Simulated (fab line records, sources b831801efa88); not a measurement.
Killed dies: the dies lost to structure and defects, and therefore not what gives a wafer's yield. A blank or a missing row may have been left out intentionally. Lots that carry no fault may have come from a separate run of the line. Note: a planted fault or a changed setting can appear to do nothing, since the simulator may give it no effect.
fab line records + flow sky130
record:
- lots: 14
- wafers: 42
- last-day: 50
route steps=708 shown FIELD_ISO@17 NWELL@62 VT_ADJUST_HVTR@139 LDD_HVP@285
lots that met no fault: from a run of the same line without faults
start-h: hours from the record's opening day to when the first of the lot's shown wafers began + wait-h: how many hours have passed since the lot's step before this one + " as in the row above + L1.1+2: a single row standing in for several wafers + - no value present, or no start provided + * or withheld: withheld + < > ~ a bound
route shown NAME@n: a module of which the file shows steps, and the number in the route of the first + usual: average and standard deviation across the fault-free wafers + same: alike in all rows + chamber/n: place in a boat + sites: readings site by site + _std_site: standard deviation of those values + _edge_site: outer sites' mean less inner sites' + radius-mm: for every site, how far away it sits from the centre of the wafer + mask NAME#n: copy n + behind: the most recent tool/chamber to have shaped the wafer + hold: reason for holding the lot/hours on hold/outcome of the hold + device: transistor that didn't switch, given as n, p or np + end of line: the tests these same wafers got at the end of their route + a step with no rows: only its recipe + killed: the dies lost at the first sort to structure and to defects; this is not the yield of the wafer + map: dies across one wafer; x = killed, . = not, _ = none there
set.NAME: the run value of the setting; set.NAME@STEP: its run value at that earlier step + model.NAME: the simulator's own value behind a step, which no gauge read
route steps across a sampled set of lots; one table per step, one row per wafer
services: the hour from which a tool's chamber was out of use, counted from the record's first day as start-h (under 0 if before that day), plus the number of hours and why
== steps ==
step: SKY_FIELD_ISO_STRIP_16
recipe:
- chemistry: O2/N2
- power-w: 1400
- pressure-mtorr: 1500
- platen-temp-c: withheld
- o2-flow-sccm: 3000
- n2-flow-sccm: 300
- overash-fraction: 0.5
usual:
- drypump-motor-current-A: 5.9/0.47
- n2-flow-sccm: 299.9/0.94
- oes-product-au: 0.380/0.0047
- strip-time-to-endpoint-s: 3.57/0.038
| lot.wafer | tool            | chamber | start-h | wait-h | drypump-motor-current-A | n2-flow-sccm | oes-product-au | rf-hours-counter-h | strip-time-to-endpoint-s |
|-----------|-----------------|---------|---------|--------|-------------------------|--------------|----------------|--------------------|--------------------------|
| L539.2    | plasma-asher-02 | 1       | 33.28   | 0.0    | 5.7                     | 298.0        | 0.378          | 36                 | 3.61                     |
| L539.3    | "               | 0       | "       | "      | 5.9                     | 299.4        | 0.388          | -                  | 3.65                     |
| L539.6    | "               | 0       | "       | "      | 6.0                     | 299.9        | 0.381          | -                  | 3.62                     |
| L540.1    | plasma-asher-01 | 0       | 39.66   | 0.0    | 5.8                     | 301.5        | 0.371          | 23                 | 3.57                     |
| L540.2    | "               | 1       | "       | "      | 6.7                     | 301.3        | 0.385          | 23                 | 3.61                     |
| L540.6    | "               | 1       | "       | "      | 6.7                     | 301.3        | 0.378          | -                  | 3.58                     |
| L542.3    | plasma-asher-04 | 1       | 48.75   | 0.1    | 5.9                     | 299.3        | 0.374          | -                  | 3.54                     |
| L542.5    | "               | 0       | "       | "      | 5.2                     | 298.6        | 0.379          | -                  | 3.53                     |
| L542.6    | "               | 1       | "       | "      | 5.9                     | 298.6        | 0.372          | -                  | 3.55                     |
| L544.1    | plasma-asher-04 | 0       | 62.78   | 0.0    | 5.2                     | 299.6        | 0.378          | 37                 | 3.56                     |
| L544.2    | "               | 1       | "       | "      | 5.9                     | 299.7        | 0.376          | 37                 | 3.59                     |
| L544.5    | "               | 1       | "       | "      | 6.0                     | 301.4        | 0.373          | -                  | 3.56                     |
| L547.3    | plasma-asher-04 | 0       | 77.07   | 0.1    | 5.2                     | 299.8        | 0.377          | -                  | 3.59                     |
| L547.4    | "               | 1       | "       | "      | 5.9                     | 297.9        | 0.384          | -                  | 3.62                     |
| L547.5    | "               | 0       | "       | "      | 5.2                     | 300.1        | 0.382          | -                  | 3.55                     |
| L548.2    | plasma-asher-04 | 0       | 85.58   | 0.0    | 5.2                     | 300.2        | 0.373          | 39                 | 3.60                     |
| L548.3    | "               | 0       | "       | "      | 5.2                     | 301.2        | 0.376          | -                  | 3.58                     |
| L548.6    | "               | 0       | "       | "      | 5.2                     | 299.8        | 0.373          | -                  | 3.58                     |
| L552.2    | plasma-asher-04 | 1       | 101.63  | 0.0    | 5.9                     | 299.3        | 0.373          | 40                 | 3.51                     |
| L552.3    | "               | 1       | "       | "      | 5.9                     | 298.8        | 0.383          | -                  | 3.54                     |
| L552.6    | "               | 1       | "       | "      | 5.9                     | 299.0        | 0.373          | -                  | 3.49                     |
| L553.2    | plasma-asher-02 | 1       | 107.78  | 0.0    | 5.7                     | 297.9        | 0.376          | 43                 | 3.59                     |
| L553.3    | "               | 0       | "       | "      | 6.0                     | 300.3        | 0.376          | -                  | 3.58                     |
| L553.5    | "               | 0       | "       | "      | 6.0                     | 299.5        | 0.381          | -                  | 3.57                     |
| L555.1    | plasma-asher-04 | 0       | 116.21  | 0.0    | 5.2                     | 300.0        | 0.376          | 42                 | 3.57                     |
| L555.2    | "               | 1       | "       | "      | 5.9                     | 301.0        | 0.379          | 42                 | 3.63                     |
| L555.4    | "               | 0       | "       | "      | 5.2                     | 301.4        | 0.390          | -                  | 3.60                     |
| L556.1    | plasma-asher-01 | 1       | 123.13  | 0.0    | 6.8                     | 300.6        | 0.384          | 31                 | 3.61                     |
| L556.2    | "               | 0       | "       | "      | 5.8                     | 298.3        | 0.386          | 31                 | 3.62                     |
| L556.6    | "               | 0       | "       | "      | 5.8                     | 299.6        | 0.392          | -                  | 3.58                     |
| L557.3    | plasma-asher-02 | 0       | 128.15  | 0.1    | 5.9                     | 298.5        | 0.382          | -                  | 3.62                     |
| L557.4    | "               | 1       | "       | "      | 5.7                     | 298.9        | 0.388          | -                  | 3.64                     |
| L557.5    | "               | 1       | "       | "      | 5.8                     | 299.4        | 0.379          | -                  | 3.63                     |
| L558.3    | plasma-asher-04 | 0       | 133.52  | 0.1    | 5.2                     | 300.0        | 0.387          | -                  | 3.57                     |
| L558.4    | "               | 1       | "       | "      | 5.9                     | 300.0        | 0.382          | -                  | 3.55                     |
| L558.5    | "               | 0       | "       | "      | 5.2                     | 299.6        | 0.383          | -                  | 3.61                     |
| L559.1    | plasma-asher-02 | 0       | 137.88  | 0.0    | 5.9                     | 301.2        | 0.385          | 2                  | 3.57                     |
| L559.2    | "               | 1       | "       | "      | 5.7                     | 301.0        | 0.375          | 2                  | 3.52                     |
| L559.5    | "               | 1       | "       | "      | 5.7                     | 299.2        | 0.378          | -                  | 3.60                     |
| L560.2    | plasma-asher-02 | 1       | 144.84  | 0.0    | 5.8                     | 299.8        | 0.383          | 3                  | 3.55                     |
| L560.5    | "               | 0       | "       | "      | 5.9                     | 299.1        | 0.377          | -                  | 3.56                     |
| L560.6    | "               | 1       | "       | "      | 5.8                     | 300.6        | 0.380          | -                  | 3.57                     |
step: SKY_NWELL_DEVELOP_09
recipe:
- wall-angle-deg: 90
- developer: TMAH
- develop-time-s: 60
- dev-temp-c: 23
usual:
- chill-plate-temp-C: 22.98/0.099
- develop-time-s: 60/0
- exhaust-pa: 45.0/0.82
| lot.wafer | tool           | chamber | start-h | wait-h | chill-plate-temp-C | develop-time-s | exhaust-pa |
|-----------|----------------|---------|---------|--------|--------------------|----------------|------------|
| L539.2    | litho-track-01 | 0       | 88      | -      | 23.04              | 60             | 45.5       |
| L539.3    | "              | 0       | "       | "      | 23.04              | 60             | 44.9       |
| L539.6    | "              | 0       | "       | "      | 23.13              | 60             | 45.2       |
| L540.1    | litho-track-02 | 0       | 104     | -      | 23.08              | 60             | 44.8       |
| L540.2    | "              | 0       | "       | "      | 22.95              | 60             | 45.1       |
| L540.6    | "              | 0       | "       | "      | 22.83              | 60             | 45.8       |
| L542.3    | litho-track-01 | 0       | 119     | -      | 23.04              | 60             | 43.7       |
| L542.5    | "              | 0       | "       | "      | 23.03              | 60             | 44.8       |
| L542.6    | "              | 0       | "       | "      | 22.98              | 60             | 45.8       |
| L544.1    | litho-track-04 | 0       | 126     | -      | 23.00              | 60             | 45.0       |
| L544.2    | "              | 0       | "       | "      | 23.02              | 60             | 45.3       |
| L544.5    | "              | 0       | "       | "      | 22.94              | 60             | 45.3       |
| L547.3    | litho-track-02 | -       | 138     | -      | -                  | -              | -          |
| L547.4    | "              | -       | "       | "      | -                  | -              | -          |
| L547.5    | "              | -       | "       | "      | -                  | -              | -          |
| L548.2    | litho-track-01 | -       | 147     | -      | -                  | -              | -          |
| L548.3    | "              | -       | "       | "      | -                  | -              | -          |
| L548.6    | "              | -       | "       | "      | -                  | -              | -          |
| L552.2    | litho-track-01 | 0       | 167     | -      | 22.97              | 60             | 44.2       |
| L552.3    | "              | 0       | "       | "      | 23.07              | 60             | 45.1       |
| L552.6    | "              | 0       | "       | "      | 22.94              | 60             | 44.8       |
| L553.2    | litho-track-04 | 0       | 172     | -      | 23.13              | 60             | 46.0       |
| L553.3    | "              | 0       | "       | "      | 22.93              | 60             | 45.2       |
| L553.5    | "              | 0       | "       | "      | 22.96              | 60             | 45.4       |
| L555.1    | litho-track-04 | 0       | 181     | -      | 22.99              | 60             | 44.9       |
| L555.2    | "              | 0       | 182     | -      | 23.14              | 60             | 44.4       |
| L555.4    | "              | 0       | "       | "      | 23.01              | 60             | 44.0       |
| L556.1    | litho-track-02 | 0       | 188     | -      | 23.07              | 60             | 45.2       |
| L556.2    | "              | 0       | "       | "      | 22.90              | 60             | 45.9       |
| L556.6    | "              | 0       | "       | "      | 22.91              | 60             | 45.4       |
| L557.3    | litho-track-04 | 0       | 196     | -      | 22.93              | 60             | 45.0       |
| L557.4    | "              | 0       | 197     | -      | 22.97              | 60             | 44.7       |
| L557.5    | "              | 0       | "       | "      | 22.80              | 60             | 45.9       |
| L558.3    | litho-track-04 | 0       | 201     | -      | 22.99              | 60             | 44.7       |
| L558.4    | "              | 0       | "       | "      | 23.01              | 60             | 44.0       |
| L558.5    | "              | 0       | "       | "      | 23.08              | 60             | 45.0       |
| L559.1    | litho-track-01 | 0       | 206     | -      | 22.92              | 60             | 46.1       |
| L559.2    | "              | 0       | "       | "      | 22.93              | 60             | 44.9       |
| L559.5    | "              | 0       | "       | "      | 22.77              | 60             | 45.7       |
| L560.2    | litho-track-02 | 0       | 223     | -      | 22.96              | 60             | 45.8       |
| L560.5    | "              | 0       | "       | "      | 23.25              | 60             | 44.6       |
| L560.6    | "              | 0       | "       | "      | 22.91              | 60             | 45.4       |
step: SKY_VT_ADJUST_HVTR_OVL_MEAS_08
usual:
- VT_ADJUST_HVTR_OVL: 0.6/1.6
| lot.wafer | tool       | chamber | start-h | wait-h | VT_ADJUST_HVTR_OVL[nm] |
|-----------|------------|---------|---------|--------|------------------------|
| L539.2    | overlay-01 | -       | 206.52  | 0.1    | 1.6                    |
| L539.3    | "          | -       | "       | "      | 0.4                    |
| L539.6    | "          | -       | "       | "      | 0.6                    |
| L540.1    | overlay-02 | -       | 225.24  | 0.1    | 2.5                    |
| L540.2    | "          | -       | "       | "      | 3.0                    |
| L540.6    | "          | -       | "       | "      | 1.6                    |
| L542.3    | overlay-01 | -       | 244.85  | 0.1    | -1.7                   |
| L542.5    | "          | -       | "       | "      | 0.3                    |
| L542.6    | "          | -       | "       | "      | -0.1                   |
| L544.1    | overlay-02 | -       | 255.86  | 0.1    | -0.5                   |
| L544.2    | "          | -       | "       | "      | 0.3                    |
| L544.5    | "          | -       | "       | "      | 0.8                    |
| L547.3    | overlay-01 | -       | 270.73  | 0.1    | 1.2                    |
| L547.4    | "          | -       | "       | "      | 2.6                    |
| L547.5    | "          | -       | "       | "      | 2.2                    |
| L548.2    | overlay-02 | -       | 281.57  | 0.1    | -0.9                   |
| L548.3    | "          | -       | "       | "      | -1.7                   |
| L548.6    | "          | -       | "       | "      | -1.0                   |
| L552.2    | overlay-02 | -       | 310.09  | 0.1    | 0.3                    |
| L552.3    | "          | -       | "       | "      | 0.7                    |
| L552.6    | "          | -       | "       | "      | -1.2                   |
| L553.2    | overlay-01 | -       | 312.87  | 0.1    | -1.5                   |
| L553.3    | "          | -       | "       | "      | -1.6                   |
| L553.5    | "          | -       | "       | "      | 0.0                    |
| L555.1    | overlay-02 | -       | 325.16  | 0.1    | -2.3                   |
| L555.2    | "          | -       | "       | "      | -1.6                   |
| L555.4    | "          | -       | "       | "      | -2.1                   |
| L556.1    | overlay-01 | -       | 333.41  | 0.1    | 3.0                    |
| L556.2    | "          | -       | "       | "      | 3.0                    |
| L556.6    | "          | -       | "       | "      | 3.1                    |
| L557.3    | overlay-01 | -       | 342.30  | 0.1    | -0.6                   |
| L557.4    | "          | -       | "       | "      | -0.1                   |
| L557.5    | "          | -       | "       | "      | 1.9                    |
| L558.3    | overlay-01 | -       | 350.43  | 0.1    | 2.8                    |
| L558.4    | "          | -       | "       | "      | 3.2                    |
| L558.5    | "          | -       | "       | "      | 3.3                    |
| L559.1    | overlay-02 | -       | 354.11  | 0.1    | 4.2                    |
| L559.2    | "          | -       | "       | "      | 2.7                    |
| L559.5    | "          | -       | "       | "      | 1.8                    |
| L560.2    | overlay-02 | -       | 378.42  | 0.1    | 3.1                    |
| L560.5    | "          | -       | "       | "      | 0.2                    |
| L560.6    | "          | -       | "       | "      | 0.8                    |
step: SKY_LDD_HVP_OVL_MEAS_07
usual:
- LDD_HVP_OVL: 1.8/1.5
| lot.wafer | tool       | chamber | start-h | wait-h | LDD_HVP_OVL[nm] |
|-----------|------------|---------|---------|--------|-----------------|
| L539.2    | overlay-01 | -       | 501.02  | 0.1    | 0.9             |
| L539.3    | "          | -       | "       | "      | 2.0             |
| L539.6    | "          | -       | "       | "      | 0.9             |
| L540.1    | overlay-02 | -       | 520.94  | 0.1    | 2.7             |
| L540.2    | "          | -       | "       | "      | 3.7             |
| L540.6    | "          | -       | "       | "      | 3.8             |
| L542.3    | overlay-01 | -       | 548.32  | 0.1    | 2.8             |
| L542.5    | "          | -       | "       | "      | 3.2             |
| L542.6    | "          | -       | "       | "      | 2.7             |
| L544.1    | overlay-01 | -       | 558.14  | 0.1    | 2.9             |
| L544.2    | "          | -       | "       | "      | 1.3             |
| L544.5    | "          | -       | "       | "      | 4.4             |
| L547.3    | overlay-02 | -       | 577.92  | 0.1    | 1.1             |
| L547.4    | "          | -       | "       | "      | 1.2             |
| L547.5    | "          | -       | "       | "      | -0.6            |
| L548.2    | overlay-01 | -       | 598.00  | 0.1    | 2.4             |
| L548.3    | "          | -       | "       | "      | 2.8             |
| L548.6    | "          | -       | "       | "      | 2.3             |
| L552.2    | overlay-02 | -       | 619.07  | 0.1    | -0.8            |
| L552.3    | "          | -       | "       | "      | 0.4             |
| L552.6    | "          | -       | "       | "      | 0.0             |
| L553.2    | overlay-02 | -       | 622.02  | 0.1    | 4.7             |
| L553.3    | "          | -       | "       | "      | 3.5             |
| L553.5    | "          | -       | "       | "      | 2.9             |
| L555.1    | overlay-01 | -       | 641.54  | 0.1    | 0.1             |
| L555.2    | "          | -       | "       | "      | 0.3             |
| L555.4    | "          | -       | "       | "      | 0.5             |
| L556.1    | overlay-01 | -       | 649.89  | 0.1    | -0.5            |
| L556.2    | "          | -       | "       | "      | 1.2             |
| L556.6    | "          | -       | "       | "      | 1.2             |
| L557.3    | overlay-02 | -       | 655.80  | 0.1    | -0.7            |
| L557.4    | "          | -       | "       | "      | -0.4            |
| L557.5    | "          | -       | "       | "      | 1.5             |
| L558.3    | overlay-01 | -       | 659.20  | 0.1    | 3.9             |
| L558.4    | "          | -       | "       | "      | 4.0             |
| L558.5    | "          | -       | "       | "      | 3.8             |
| L559.1    | overlay-01 | -       | 667.64  | 0.1    | 2.2             |
| L559.2    | "          | -       | "       | "      | 1.6             |
| L559.5    | "          | -       | "       | "      | 2.6             |
| L560.2    | overlay-01 | -       | 691.65  | 0.1    | 3.0             |
| L560.5    | "          | -       | "       | "      | 3.5             |
| L560.6    | "          | -       | "       | "      | 3.6             |
== services ==
| tool            | chamber | start-h | hours | kind       |
|-----------------|---------|---------|-------|------------|
| plasma-asher-01 | -       | 48.49   | 2.7   | repair     |
| plasma-asher-04 | -       | 78.17   | 0.7   | repair     |
| plasma-asher-02 | -       | 108.75  | 9.0   | pm         |
| plasma-asher-02 | 0       | 108.75  | 9.0   | vent-cycle |
| plasma-asher-02 | 1       | 108.75  | 9.0   | vent-cycle |
| plasma-asher-02 | 0       | 117.75  | -     | clean      |
| plasma-asher-02 | 1       | 117.75  | -     | clean      |
| plasma-asher-04 | -       | 119.11  | 3.1   | repair     |
| plasma-asher-02 | -       | 172.07  | 0.6   | repair     |
| plasma-asher-01 | -       | 206.10  | 2.0   | repair     |
| plasma-asher-01 | -       | 222.45  | 2.2   | repair     |
== key ==
first-sign:
- step: SKY_NWELL_DEVELOP_09
- reading: tool-record
- direction: missing
effect none on later readings
met-at SKY_NWELL_DEVELOP_09
struck-lots L547,L548
sort-left-out L547.3,L547.4,L547.5,L548.2,L548.3,L548.6
tester-left-out L547,L548
not-acting-at SKY_FIELD_ISO_STRIP_16,SKY_VT_ADJUST_HVTR_OVL_MEAS_08,SKY_LDD_HVP_OVL_MEAS_07
onset-between 119 138
fault:
- kind: skipped-step-whole
- tool: litho-track-01,litho-track-02
- chamber: -
- onset-h: 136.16
- steps: SKY_NWELL_DEVELOP_09
- scope: struck-lots-only
tester-left-out: of these lots the tester's yield and bins aren't shown, on N5 and GAA mostly nor the transistor test; their killed dies are dies lost to structure and defects alone, not to doping, threshold or leakage, so they don't give the yield
sort-left-out: the simulated sort isn't trusted on such a fault, so these wafers' sort isn't shown, and their yield isn't known
